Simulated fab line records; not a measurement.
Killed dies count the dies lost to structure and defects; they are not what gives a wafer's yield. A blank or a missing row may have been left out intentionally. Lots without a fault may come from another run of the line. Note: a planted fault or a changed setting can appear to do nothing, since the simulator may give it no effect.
What tool caused it? | flow sky130 | Sampling: 6 lots, 18 wafers, 3 of 708 route steps

WHAT EACH GAUGE READ, for each wafer
SKY_NWELL_TW_MEAS_26.
lot  | measured     | on            | NWELL_2_TW
L959 | day 5 17:53  | film metro-02 | 497 492 495
L961 | day 6 05:44  | film metro-03 | 30 30 30
L970 | day 8 23:38  | film metro-04 | 502 501 499
L972 | day 9 11:14  | film metro-02 | 495 495 495
L976 | day 10 01:34 | film metro-02 | 493 497 497
L979 | day 10 20:38 | film metro-02 | 496 496 499

WHICH TOOL RAN EACH LOT (tool, then ch and the chambers of the sampled wafers, then the start)
lot  | SKY_NWELL_STRIP_14                  | SKY_NWELL_STRIP_25
L959 | plasma asher-04 ch 0,1, day 4 23:44 | plasma asher-01 ch 0,1, day 5 17:48
L961 | plasma asher-04 ch 0, day 5 10:43   | plasma asher-04 ch 0,1, day 6 05:38
L970 | plasma asher-02 ch 0,1, day 8 03:13 | plasma asher-01 ch 0,1, day 8 23:31
L972 | plasma asher-04 ch 0,1, day 8 13:54 | plasma asher-01 ch 0,1, day 9 11:08
L976 | plasma asher-02 ch 1, day 9 03:13   | plasma asher-02 ch 1, day 10 01:28
L979 | plasma asher-04 ch 0,1, day 9 21:53 | plasma asher-02 ch 0,1, day 10 20:33
- SKY_NWELL_STRIP_14: strips in O2/N2.
- SKY_NWELL_STRIP_25: strips in O2/N2.

THE ANSWER, worked out from the rows above alone
Rule: the usual values come from the lots themselves. Put in order of their means at a reading, lots are off if they are a third of the lots or fewer, leave a main group of 4 or more, and stand apart from it by a gap of 3 or more times the standard deviation of the main group's means; of several such gaps the widest counts. A main group whose means are all the same, to the digits that the tables above print for the reading, isn't used. A lot without any number at a reading at which 4 lots or more have one is off too. Where the step has rows for the other lots, those lots are counted as sound.
Off: L961, seen at SKY_NWELL_TW_MEAS_26 (NWELL_2_TW). Mean 497 and standard deviation 2.2 in the main group.
A tool fits if, at a process step before that reading, it ran every lot that is off, and no sound lot after the first of them. The gauges at SKY_NWELL_TW_MEAS_26 are tried like those tools. This does not decide it: 2 tools fit, namely plasma asher-04 at SKY_NWELL_STRIP_25 and film metro-03 at SKY_NWELL_TW_MEAS_26.

WHAT THE SIMULATOR PUT IN
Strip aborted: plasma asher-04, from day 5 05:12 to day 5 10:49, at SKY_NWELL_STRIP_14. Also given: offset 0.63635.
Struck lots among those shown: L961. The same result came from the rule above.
